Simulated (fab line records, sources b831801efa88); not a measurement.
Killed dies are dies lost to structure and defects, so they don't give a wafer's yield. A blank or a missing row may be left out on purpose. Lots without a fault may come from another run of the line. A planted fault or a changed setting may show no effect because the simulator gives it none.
fab line records | flow gf180mcu | part 1 of 2: steps 1 to 23 of 34
record lots=5 wafers=15 last_day=33
route steps=602 shown V1@356 M2@362 V2@382
lots that met no fault: from a run of the same line without faults
start_h: hours from the record's first day to the start of the lot's first wafer shown | wait_h: hours since the lot's step before | " the same as in the row above | L1.1+2: a row that stands for several wafers | - no value, or no start given | * or withheld: withheld | < > ~ a bound
route shown NAME@n: a module of which the file shows steps, and the number in the route of the first | usual: mean/standard deviation of fault-free wafers | same: alike in all rows | chamber/n: place in a boat | sites: the reading at each site | _std_site: their standard deviation | _edge_site: outer sites' mean less inner sites' | radius_mm: how far each site lies from the wafer's centre | mask NAME#n: copy n | behind: the tool/chamber that last shaped the wafer | hold: why the lot was held/for how many hours/how that ended | device: the transistor (n, p or np) that didn't switch | end of line: the same wafers' tests at the end of the route | a step without rows: its recipe alone | killed: dies lost to structure and defects at the first sort, not the wafer's yield | map: a wafer's dies, x killed, . not, _ none there
set.NAME: the setting as run; set.NAME@STEP: as run at that earlier step | model.NAME: the simulator's own value behind a step, which no gauge read
lots at some steps of the route; a table a step, a row a wafer
services: from which hour (start_h, from the record's first day; less than 0 if before it) a tool's chamber was out of use, for how many hours, and why
## steps
# step GF_V1_SPUTTER_21
# recipe material=Ti target_thk_nm=15 chamber_pressure_pa=5 power_w=2500 substrate_temp_c=200 time_s=80.02
# usual chamber_pressure_pa=5.001/0.0097 substrate_temp_c=199.99/0.15 throttle_valve_pct=29.9/1
# columns lot.wafer tool chamber start_h wait_h chamber_pressure_pa substrate_temp_c throttle_valve_pct
L076.1 pvd_sputter-01 - 429.82 0.0 4.995 199.75 30.2
L076.3 " - " " 5.001 199.94 29.5
L076.4 " - " " 5.001 199.98 30.6
L082.1 pvd_sputter-01 - 490.31 0.0 4.999 199.99 28.4
L082.2 " - " " 4.996 199.96 30.8
L082.6 " - " " 4.995 199.96 29.9
L090.1 pvd_sputter-04 - 552.27 0.0 5.010 199.90 30.0
L090.3 " - " " 5.005 199.96 31.8
L090.6 " - " " 5.014 200.26 30.5
L091.2 pvd_sputter-04 - 561.65 0.0 5.021 199.94 29.9
L091.4 " - " " 5.003 199.85 31.4
L091.6 " - " " 4.992 199.97 28.5
L094.4 pvd_sputter-04 - 583.12 0.0 5.004 199.97 30.0
L094.5 " - " " 5.015 199.74 31.5
L094.6 " - " " 5.005 200.05 30.4
# step GF_V1_SPUTTER_22
# recipe material=TiN target_thk_nm=10 chamber_pressure_pa=5 power_w=4000 time_s=40
# usual chamber_pressure_pa=5.000/0.01 throttle_valve_pct=29.9/1
# columns lot.wafer tool chamber start_h wait_h chamber_pressure_pa throttle_valve_pct
L076.1 pvd_sputter-01 - 429.88 0.0 5.007 30.0
L076.3 " - " " 5.004 29.5
L076.4 " - " " 4.978 30.8
L082.1 pvd_sputter-01 - 490.37 0.0 4.993 28.2
L082.2 " - " " 4.999 30.7
L082.6 " - " " 4.987 30.1
L090.1 pvd_sputter-04 - 552.33 0.0 4.995 30.0
L090.3 " - " " 4.981 31.7
L090.6 " - " " 4.992 30.1
L091.2 pvd_sputter-04 - 561.72 0.0 4.998 30.3
L091.4 " - " " 5.007 31.4
L091.6 " - " " 5.014 28.3
L094.4 pvd_sputter-04 - 583.19 0.0 5.013 30.4
L094.5 " - " " 5.011 31.3
L094.6 " - " " 5.011 30.3
# step GF_V1_CVD_23
# recipe material=W target_thk_nm=350 time_s=105.05 temp_c=400 pressure_torr=40
# usual heater_power_w=796/98
# columns lot.wafer tool chamber start_h wait_h heater_power_w
L076.1 cvd_w-01 0 429.92 0.0 677
L076.3 " 1 " " 906
L076.4 " 0 " " 676
L082.1 cvd_w-01 1 490.41 0.0 891
L082.2 " 0 " " 663
L082.6 " 1 " " 873
L090.1 cvd_w-01 0 552.37 0.0 678
L090.3 " 0 " " 683
L090.6 " 1 " " 860
L091.2 cvd_w-01 0 561.75 0.0 679
L091.4 " 1 " " 876
L091.6 " 1 " " 864
L094.4 cvd_w-02 0 583.26 0.1 730
L094.5 " 0 " " 765
L094.6 " 1 " " 912
# step GF_V1_RS_MEAS_24
# recipe thk_meas_gauge=four-point-probe reads=W_of_V1_CVD_23+TiN_of_V1_SPUTTER_22+Ti_of_V1_SPUTTER_21
# usual V1_W_RS=0.327/0.0038
# columns lot.wafer tool chamber start_h wait_h V1_W_RS[ohm/sq]
L076.1 film_metro-03 - 430.03 0.1 0.325
L076.3 " - " " 0.325
L076.4 " - " " 0.327
L082.1 film_metro-03 - 490.52 0.1 0.318
L082.2 " - " " 0.317
L082.6 " - " " 0.322
L090.1 film_metro-01 - 552.48 0.1 0.331
L090.3 " - " " 0.330
L090.6 " - " " 0.324
L091.2 film_metro-03 - 561.89 0.1 0.325
L091.4 " - " " 0.322
L091.6 " - " " 0.325
L094.4 film_metro-02 - 583.40 0.1 0.333
L094.5 " - " " 0.324
L094.6 " - " " 0.324
# step GF_V1_THK_MEAS_25
# recipe thk_meas_gauge=xrf reads=W_of_V1_CVD_23
# usual V1_W_THK=356/4.8
# columns lot.wafer tool chamber start_h wait_h V1_W_THK[nm]
L076.1 film_metro-03 - 430.15 0.1 357
L076.3 " - " " 354
L076.4 " - " " 354
L082.1 film_metro-03 - 490.64 0.1 363
L082.2 " - " " 363
L082.6 " - " " 360
L090.1 film_metro-01 - 552.60 0.1 351
L090.3 " - " " 353
L090.6 " - " " 359
L091.2 film_metro-03 - 562.00 0.1 355
L091.4 " - " " 360
L091.6 " - " " 355
L094.4 film_metro-02 - 583.49 0.1 351
L094.5 " - " " 361
L094.6 " - " " 363
# step GF_V1_CMP_26
# recipe stop_on=SiO2 down_force_psi=3.5 platen_rpm=60 t_overpolish_s=15 target_thk_nm=0 pad_velocity_m_s=0.94248
# usual motor_current_A=11.1/1.1 overpolish_run_s=15.000/0.0087 time_to_endpoint_s=86/4.2
# columns lot.wafer tool chamber start_h wait_h motor_current_A overpolish_run_s time_to_endpoint_s
L076.1 cmp-02 2 430.21 0.1 10.2 15.003 89
L076.3 " 0 " " 10.8 14.996 89
L076.4 " 1 " " 11.9 14.982 86
L082.2 cmp-02 3 490.70 0.0 14.0 15.006 93
L082.1 " 0 " " 11.4 14.980 85
L082.6 " 3 " " 14.3 15.001 94
L090.1 cmp-02 3 552.66 0.1 14.1 15.010 89
L090.3 " 0 " " 10.8 14.995 80
L090.6 " 0 " " 10.7 15.014 84
L091.4 cmp-01 1 562.10 0.1 11.2 14.986 84
L091.2 " 2 " " 10.3 15.010 82
L091.6 " 0 " " 11.0 15.008 88
L094.4 cmp-01 2 583.57 0.1 9.9 15.002 82
L094.6 " 1 " " 11.0 14.994 83
L094.5 " 2 " " 10.8 14.987 85
# step GF_M2_SPUTTER_00
# recipe material=Ti target_thk_nm=37.5 arriving_ion_energy_ev=80 substrate_temp_c=200 chamber_pressure_pa=2 power_w=4000 time_s=150
# usual chamber_pressure_pa=2.000/0.004 substrate_temp_c=200.02/0.15 throttle_valve_pct=29.9/0.97
# columns lot.wafer tool chamber start_h wait_h chamber_pressure_pa substrate_temp_c throttle_valve_pct
L076.1 pvd_sputter-03 - 430.51 0.2 2.003 199.93 29.4
L076.3 " - " " 2.003 199.92 31.2
L076.4 " - " " 2.001 199.99 30.4
L082.1 pvd_sputter-03 - 491.00 0.2 2.001 200.09 31.5
L082.2 " - " " 1.997 200.10 29.7
L082.6 " - " " 1.985 200.11 30.5
L090.1 pvd_sputter-02 - 552.96 0.2 2.001 200.07 28.5
L090.3 " - " " 2.002 200.25 29.4
L090.6 " - " " 2.003 199.80 30.5
L091.2 pvd_sputter-01 - 562.35 0.1 2.006 200.02 30.3
L091.4 " - " " 2.002 199.80 29.4
L091.6 " - " " 1.999 200.46 28.5
L094.4 pvd_sputter-01 - 583.82 0.2 2.001 199.81 28.3
L094.5 " - " " 1.995 200.06 28.3
L094.6 " - " " 1.996 200.08 30.0
# step GF_M2_SPUTTER_01
# recipe material=TiN target_thk_nm=30 power_w=6500 time_s=25 chamber_pressure_pa=0.4
# usual chamber_pressure_pa=0.3999/0.00079 throttle_valve_pct=29.9/1
# columns lot.wafer tool chamber start_h wait_h chamber_pressure_pa throttle_valve_pct
L076.1 pvd_sputter-03 - 430.61 0.1 0.4007 29.5
L076.3 " - " " 0.3987 31.4
L076.4 " - " " 0.3988 30.6
L082.1 pvd_sputter-03 - 491.10 0.1 0.4000 31.6
L082.2 " - " " 0.3993 29.8
L082.6 " - " " 0.3995 30.8
L090.1 pvd_sputter-02 - 553.06 0.1 0.4004 28.5
L090.3 " - " " 0.4007 29.6
L090.6 " - " " 0.3996 30.6
L091.2 pvd_sputter-01 - 562.45 0.1 0.4000 29.7
L091.4 " - " " 0.4005 29.5
L091.6 " - " " 0.4004 28.3
L094.4 pvd_sputter-01 - 583.93 0.1 0.4004 28.0
L094.5 " - " " 0.3997 28.1
L094.6 " - " " 0.4002 29.8
# step GF_M2_SPUTTER_02
# recipe material=AlCu target_thk_nm=450 power_w=10600 time_s=23.9 chamber_pressure_pa=0.4
# usual chamber_pressure_pa=0.4000/0.00085 throttle_valve_pct=29.9/1
# columns lot.wafer tool chamber start_h wait_h chamber_pressure_pa throttle_valve_pct
L076.1 pvd_sputter-03 - 430.64 0.0 0.3993 29.8
L076.3 " - " " 0.4003 31.4
L076.4 " - " " 0.3987 30.7
L082.1 pvd_sputter-03 - 491.13 0.0 0.3998 31.4
L082.2 " - " " 0.4000 29.5
L082.6 " - " " 0.3992 30.8
L090.1 pvd_sputter-02 - 553.09 0.0 0.3987 28.4
L090.3 " - " " 0.4000 29.4
L090.6 " - " " 0.3992 30.5
L091.2 pvd_sputter-01 - 562.48 0.0 0.3990 29.9
L091.4 " - " " 0.4010 29.5
L091.6 " - " " 0.4004 28.2
L094.4 pvd_sputter-01 - 583.96 0.0 0.4002 28.4
L094.5 " - " " 0.4001 28.3
L094.6 " - " " 0.3996 29.8
# step GF_M2_SPUTTER_03
# recipe material=Ti target_thk_nm=10 substrate_temp_c=300 chamber_pressure_pa=0.3 power_w=3000 time_s=6.7
# usual chamber_pressure_pa=0.3000/0.00061 substrate_temp_c=299.98/0.18 throttle_valve_pct=29.8/1
# columns lot.wafer tool chamber start_h wait_h chamber_pressure_pa substrate_temp_c throttle_valve_pct
L076.1 pvd_sputter-03 - 430.67 0.0 0.3008 300.17 29.7
L076.3 " - " " 0.3007 300.24 31.4
L076.4 " - " " 0.3007 299.88 30.5
L082.1 pvd_sputter-03 - 491.16 0.0 0.3005 299.89 31.5
L082.2 " - " " 0.3009 299.96 29.7
L082.6 " - " " 0.3003 300.16 30.5
L090.1 pvd_sputter-02 - 553.12 0.0 0.3010 299.92 28.6
L090.3 " - " " 0.3004 299.92 29.3
L090.6 " - " " 0.2998 300.38 30.8
L091.2 pvd_sputter-01 - 562.51 0.0 0.2988 300.39 30.0
L091.4 " - " " 0.3006 299.95 29.4
L091.6 " - " " 0.3005 299.94 28.3
L094.4 pvd_sputter-01 - 584.00 0.0 0.3007 299.88 28.3
L094.5 " - " " 0.3003 299.71 28.3
L094.6 " - " " 0.2994 300.21 30.2
# step GF_M2_SPUTTER_04
# recipe material=TiN target_thk_nm=50 power_w=6500 time_s=41.7 chamber_pressure_pa=0.4
# usual chamber_pressure_pa=0.3999/0.00092 throttle_valve_pct=29.9/1
# columns lot.wafer tool chamber start_h wait_h chamber_pressure_pa throttle_valve_pct
L076.1 pvd_sputter-03 - 430.69 0.0 0.3996 29.6
L076.3 " - " " 0.3995 31.4
L076.4 " - " " 0.4004 30.8
L082.1 pvd_sputter-03 - 491.18 0.0 0.3986 31.4
L082.2 " - " " 0.3990 29.5
L082.6 " - " " 0.3993 30.4
L090.1 pvd_sputter-02 - 553.14 0.0 0.3998 28.5
L090.3 " - " " 0.3998 29.4
L090.6 " - " " 0.4002 30.5
L091.2 pvd_sputter-01 - 562.53 0.0 0.3998 30.0
L091.4 " - " " 0.3988 29.8
L091.6 " - " " 0.4003 28.2
L094.4 pvd_sputter-01 - 584.02 0.0 0.4005 28.2
L094.5 " - " " 0.4008 28.0
L094.6 " - " " 0.4000 30.0
# step GF_M2_RS_MEAS_05
# recipe thk_meas_gauge=four-point-probe reads=TiN_of_M2_SPUTTER_04+Ti_of_M2_SPUTTER_03+AlCu_of_M2_SPUTTER_02+TiN_of_M2_SPUTTER_01+Ti_of_M2_SPUTTER_00
# usual M2_ALCU_RS=0.0700/0.00088
# columns lot.wafer tool chamber start_h wait_h M2_ALCU_RS[ohm/sq]
L076.1 film_metro-02 - 430.73 0.0 0.0713
L076.3 " - " " 0.0707
L076.4 " - " " 0.0714
L082.1 film_metro-02 - 491.22 0.0 0.0692
L082.2 " - " " 0.0699
L082.6 " - " " 0.0712
L090.1 film_metro-02 - 553.18 0.0 0.0698
L090.3 " - " " 0.0703
L090.6 " - " " 0.0707
L091.2 film_metro-02 - 562.59 0.0 0.0702
L091.4 " - " " 0.0700
L091.6 " - " " 0.0691
L094.4 film_metro-02 - 584.12 0.1 0.0692
L094.5 " - " " 0.0692
L094.6 " - " " 0.0696
# step GF_M2_THK_MEAS_06
# recipe thk_meas_gauge=xrf reads=AlCu_of_M2_SPUTTER_02
# usual M2_ALCU_THK=446/6.2
# columns lot.wafer tool chamber start_h wait_h M2_ALCU_THK[nm]
L076.1 film_metro-02 - 430.85 0.1 439
L076.3 " - " " 446
L076.4 " - " " 441
L082.1 film_metro-02 - 491.34 0.1 454
L082.2 " - " " 448
L082.6 " - " " 438
L090.1 film_metro-02 - 553.30 0.1 451
L090.3 " - " " 446
L090.6 " - " " 442
L091.2 film_metro-02 - 562.70 0.1 448
L091.4 " - " " 449
L091.6 " - " " 455
L094.4 film_metro-02 - 584.21 0.1 450
L094.5 " - " " 453
L094.6 " - " " 448
# step GF_M2_DEHYDRATE_07
# recipe temp_c=200 time_s=60
# usual exhaust_pa=45.2/0.92
# columns lot.wafer tool chamber start_h wait_h exhaust_pa
L076.1 litho_track-01 0 442.50 11.6 45.0
L076.3 " 0 " " 44.2
L076.4 " 0 " " 44.4
L082.1 litho_track-04 0 502.34 11.0 45.4
L082.2 " 0 " " 46.0
L082.6 " 0 " " 45.4
L090.1 litho_track-01 0 563.55 10.2 46.7
L090.3 " 0 " " 44.2
L090.6 " 0 " " 45.7
L091.2 litho_track-01 0 572.53 9.8 43.9
L091.4 " 0 " " 42.5
L091.6 " 0 " " 44.8
L094.4 litho_track-04 0 593.96 9.7 45.7
L094.5 " 0 " " 45.2
L094.6 " 0 " " 45.4
# step GF_M2_HMDS_08
# recipe prime_time_s=60 prime_temp_c=120
# usual exhaust_pa=44.9/0.97
# columns lot.wafer tool chamber start_h wait_h exhaust_pa
L076.1 litho_track-01 0 442.65 0.1 43.9
L076.3 " 0 " " 43.6
L076.4 " 0 " " 45.1
L082.1 litho_track-04 0 502.49 0.1 44.3
L082.2 " 0 " " 45.7
L082.6 " 0 " " 43.5
L090.1 litho_track-01 0 563.70 0.1 44.5
L090.3 " 0 " " 45.9
L090.6 " 0 " " 46.5
L091.2 litho_track-01 0 572.68 0.1 44.1
L091.4 " 0 " " 44.5
L091.6 " 0 " " 44.7
L094.4 litho_track-04 0 594.11 0.1 45.2
L094.5 " 0 " " 45.4
L094.6 " 0 " " 45.5
# step GF_M2_COAT_09
# recipe resist=KrF spin_rpm=withheld resist_thk_nm=1000
# usual exhaust_pa=45.1/0.83
# columns lot.wafer tool chamber start_h wait_h exhaust_pa
L076.1 litho_track-01 0 442.80 0.1 45.3
L076.3 " 0 " " 46.1
L076.4 " 0 " " 45.3
L082.1 litho_track-04 0 502.64 0.1 44.8
L082.2 " 0 " " 44.1
L082.6 " 0 " " 44.1
L090.1 litho_track-01 0 563.85 0.1 45.3
L090.3 " 0 " " 43.7
L090.6 " 0 " " 44.1
L091.2 litho_track-01 0 572.83 0.1 45.0
L091.4 " 0 " " 44.1
L091.6 " 0 " " 44.3
L094.4 litho_track-04 0 594.26 0.1 45.7
L094.5 " 0 " " 44.3
L094.6 " 0 " " 43.7
# step GF_M2_SOFTBAKE_10
# recipe temp_c=130 time_s=60 resist=KrF
# usual exhaust_pa=45.1/0.86
# columns lot.wafer tool chamber start_h wait_h exhaust_pa
L076.1 litho_track-01 0 442.95 0.1 43.2
L076.3 " 0 " " 44.0
L076.4 " 0 " " 43.0
L082.1 litho_track-04 0 502.79 0.1 43.8
L082.2 " 0 " " 45.7
L082.6 " 0 " " 44.1
L090.1 litho_track-01 0 564.00 0.1 46.1
L090.3 " 0 " " 45.3
L090.6 " 0 " " 43.8
L091.2 litho_track-01 0 572.98 0.1 46.4
L091.4 " 0 " " 45.6
L091.6 " 0 " " 46.3
L094.4 litho_track-04 0 594.41 0.1 45.3
L094.5 " 0 " " 46.1
L094.6 " 0 " " 45.7
# step GF_M2_EXPOSE_11
# recipe mask_id=Metal2 target_cd_nm=280 na=0.68 source_shape=conventional sigma_outer=0.6 dose_mj=28
# same na=0.68
# columns lot.wafer tool chamber start_h wait_h mask
L076.1+3+4 krf_scanner-02 0 - - Metal2#0
L082.1+2+6 krf_scanner-01 0 - - Metal2#0
L090.1+3+6 krf_scanner-01 0 - - Metal2#0
L091.2+4+6 krf_scanner-02 0 - - Metal2#0
L094.4+5+6 krf_scanner-02 0 - - Metal2#0
# step GF_M2_PEB_12
# recipe peb_temp_c=135 peb_time_s=90 resist=KrF
# usual exhaust_pa=44.9/0.81
# columns lot.wafer tool chamber start_h wait_h exhaust_pa
L076.1 litho_track-03 0 - - 45.9
L076.3 " 0 " " 45.8
L076.4 " 0 " " 45.5
L082.1 litho_track-04 0 - - 44.2
L082.2 " 0 " " 45.2
L082.6 " 0 " " 43.7
L090.1 litho_track-01 0 - - 44.0
L090.3 " 0 " " 44.8
L090.6 " 0 " " 45.4
L091.2 litho_track-01 0 - - 45.4
L091.4 " 0 " " 43.2
L091.6 " 0 " " 45.0
L094.4 litho_track-03 0 - - 45.4
L094.5 " 0 " " 44.6
L094.6 " 0 " " 45.4
# step GF_M2_DEVELOP_13
# recipe develop_time_s=60 dev_temp_c=21
# usual exhaust_pa=45.3/0.91
# columns lot.wafer tool chamber start_h wait_h exhaust_pa
L076.1 litho_track-03 0 455.15 0.2 46.3
L076.3 " 0 " " 45.7
L076.4 " 0 " " 45.9
L082.1 litho_track-04 0 513.94 0.2 45.6
L082.2 " 0 " " 45.1
L082.6 " 0 " " 46.9
L090.1 litho_track-01 0 574.35 0.2 44.9
L090.3 " 0 " " 46.0
L090.6 " 0 " " 44.0
L091.2 litho_track-01 0 583.88 0.2 46.7
L091.4 " 0 " " 43.9
L091.6 " 0 " " 45.2
L094.4 litho_track-03 0 604.87 0.1 45.9
L094.5 " 0 " " 45.3
L094.6 " 0 " " 45.3
# step GF_M2_CD_MEAS_14
# recipe target_cd_nm=280
# usual cd_nm=279.9/1.7
# columns lot.wafer tool chamber start_h wait_h cd_nm
L076.1 cd_sem-01 - 455.30 0.1 280.4
L076.3 " - " " 280.0
L076.4 " - " " 280.8
L082.1 cd_sem-01 - 514.09 0.1 276.6
L082.2 " - " " 276.5
L082.6 " - " " 276.8
L090.1 cd_sem-01 - 574.50 0.1 278.1
L090.3 " - " " 278.9
L090.6 " - " " 277.7
L091.2 cd_sem-02 - 584.02 0.1 281.3
L091.4 " - " " 281.8
L091.6 " - " " 281.5
L094.4 cd_sem-02 - 605.01 0.1 282.2
L094.5 " - " " 282.6
L094.6 " - " " 282.6
# step GF_M2_OVL_MEAS_15
# usual M2_OVL=-1/6
# columns lot.wafer tool chamber start_h wait_h M2_OVL[nm]
L076.1 overlay-01 - 455.42 0.1 -7
L076.3 " - " " -5
L076.4 " - " " 0
L082.1 overlay-01 - 514.21 0.1 -5
L082.2 " - " " 2
L082.6 " - " " -3
L090.1 overlay-01 - 574.62 0.1 4
L090.3 " - " " -2
L090.6 " - " " 1
L091.2 overlay-01 - 584.13 0.1 -4
L091.4 " - " " -7
L091.6 " - " " 4
L094.4 overlay-02 - 605.09 0.1 -7
L094.5 " - " " 2
L094.6 " - " " 2
# step GF_M2_METAL_ETCH_16
# recipe chemistry=Cl2/BCl3 mask_material=KrF target_depth_nm=627.5 stop_on=SiO2 pressure_mtorr=8 icp_w=800 bias_w=140 Cl2_flow_sccm=80 bcl3_flow_sccm=40 time_s=104.6
# usual drypump_motor_current_A=5.5/0.46 oes_product_au=0.968/0.0065 throttle_valve_pct=28.254/0.01
# columns lot.wafer tool chamber start_h wait_h drypump_motor_current_A oes_product_au rf_hours_counter_h throttle_valve_pct
L076.1 rie_metal-02 0 455.46 0.0 5.5 0.961 11 28.265
L076.3 " 1 " " 5.1 0.961 - 28.249
L076.4 " 0 " " 5.5 0.962 - 28.247
L082.1 rie_metal-04 0 514.24 0.0 5.5 0.973 1 28.246
L082.2 " 0 " " 5.5 0.966 - 28.251
L082.6 " 0 " " 5.5 0.968 - 28.272
L090.1 rie_metal-04 0 574.66 0.0 5.5 0.965 3 28.252
L090.3 " 0 " " 5.5 0.968 - 28.245
L090.6 " 1 " " 6.2 0.960 - 28.260
L091.2 rie_metal-04 1 584.20 0.1 6.2 0.976 - 28.247
L091.4 " 1 " " 6.2 0.964 - 28.242
L091.6 " 1 " " 6.2 0.968 - 28.244
L094.4 rie_metal-03 1 605.14 0.0 4.9 0.973 - 28.259
L094.5 " 1 " " 4.9 0.969 - 28.246
L094.6 " 0 " " 5.7 0.972 - 28.241
